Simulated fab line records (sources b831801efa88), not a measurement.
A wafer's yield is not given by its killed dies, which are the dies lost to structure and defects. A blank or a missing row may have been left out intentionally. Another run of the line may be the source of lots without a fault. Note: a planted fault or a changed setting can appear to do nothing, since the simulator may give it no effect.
Which tool is to blame? / flow sfq-line / 21 wafers from 7 lots sampled at 2 of the route's 325 steps

WHAT THE GAUGES SHOWED, per wafer
SFQ_M7_RS_MEAS_943: uses a four-point probe to measure.
lot=L536; measured=day 71 04:51; on=film-metro-01; M7_NB_RS (ohm/sq)=0.896 0.882 0.884
lot=L538; measured=day 73 04:50; on=film-metro-03; M7_NB_RS (ohm/sq)=0.907 0.898 0.887
lot=L541; measured=day 73 20:26; on=film-metro-01; M7_NB_RS (ohm/sq)=0.889 0.873 0.872
lot=L543; measured=day 73 22:51; on=film-metro-03; M7_NB_RS (ohm/sq)=0.894 0.893 0.892
lot=L551; measured=day 75 02:05; on=film-metro-01; M7_NB_RS (ohm/sq)=0.775 0.773 0.774 0.772 0.772 0.774
lot=L554; measured=day 75 08:28; on=film-metro-03; M7_NB_RS (ohm/sq)=0.880 0.898 0.891
lot=L556; measured=day 75 10:50; on=film-metro-01; M7_NB_RS (ohm/sq)=0.878 0.881 0.876

WHAT TOOL EACH LOT RAN ON (gives the tool, then ch and the chambers of the sampled wafers, and finally the start)
lot=L536; SFQ_TRILAYER_M7_DEP_SPUTTER_175=pvd-sputter-05, day 71 04:46
lot=L538; SFQ_TRILAYER_M7_DEP_SPUTTER_175=pvd-sputter-04, day 73 04:45
lot=L541; SFQ_TRILAYER_M7_DEP_SPUTTER_175=pvd-sputter-04, day 73 20:21
lot=L543; SFQ_TRILAYER_M7_DEP_SPUTTER_175=pvd-sputter-04, day 73 22:46
lot=L551; SFQ_TRILAYER_M7_DEP_SPUTTER_175=pvd-sputter-05, day 75 01:59
lot=L554; SFQ_TRILAYER_M7_DEP_SPUTTER_175=pvd-sputter-03, day 75 08:21
lot=L556; SFQ_TRILAYER_M7_DEP_SPUTTER_175=pvd-sputter-04, day 75 10:45
- SFQ_TRILAYER_M7_DEP_SPUTTER_175: material Nb, target thk 200 nm, time 133.3 s.

THE ANSWER, worked out from the rows above alone
Rule: the lots themselves supply what counts as usual. Put in order of their means at a reading, lots are off if they are a third of the lots or fewer, leave a main group of 4 or more, and stand apart from it by a gap of 3 or more times the standard deviation of the main group's means; of several such gaps the widest counts. A main group is skipped when, at the precision printed for the reading in the tables above, its means are all equal. Also off: a lot with no number at a reading for which 4 or more lots have one. Where the step has rows for the other lots, those lots are counted as sound.
Off: at SFQ_M7_RS_MEAS_943 (M7_NB_RS), L551. Mean 0.887 ohm/sq and standard deviation 0.0071 in the main group.
If a tool, at a process step before that reading, ran all the lots that are off and no sound lot after the first of them, it fits. Those tools and the gauges at SFQ_M7_RS_MEAS_943 are tried in the same way. One fits: SFQ_TRILAYER_M7_DEP_SPUTTER_175 on pvd-sputter-05. A fault onset in the window from L536 (day 71 04:46, its last sound lot) to L551 (day 75 01:59, its first lot off) fits.

WHAT THE SIMULATOR HAD INSERTED
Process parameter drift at SFQ_TRILAYER_M7_DEP_SPUTTER_175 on pvd-sputter-05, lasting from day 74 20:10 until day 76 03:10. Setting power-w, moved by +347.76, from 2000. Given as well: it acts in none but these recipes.
Shown lots that were struck: L551. Same finding as the rule above.
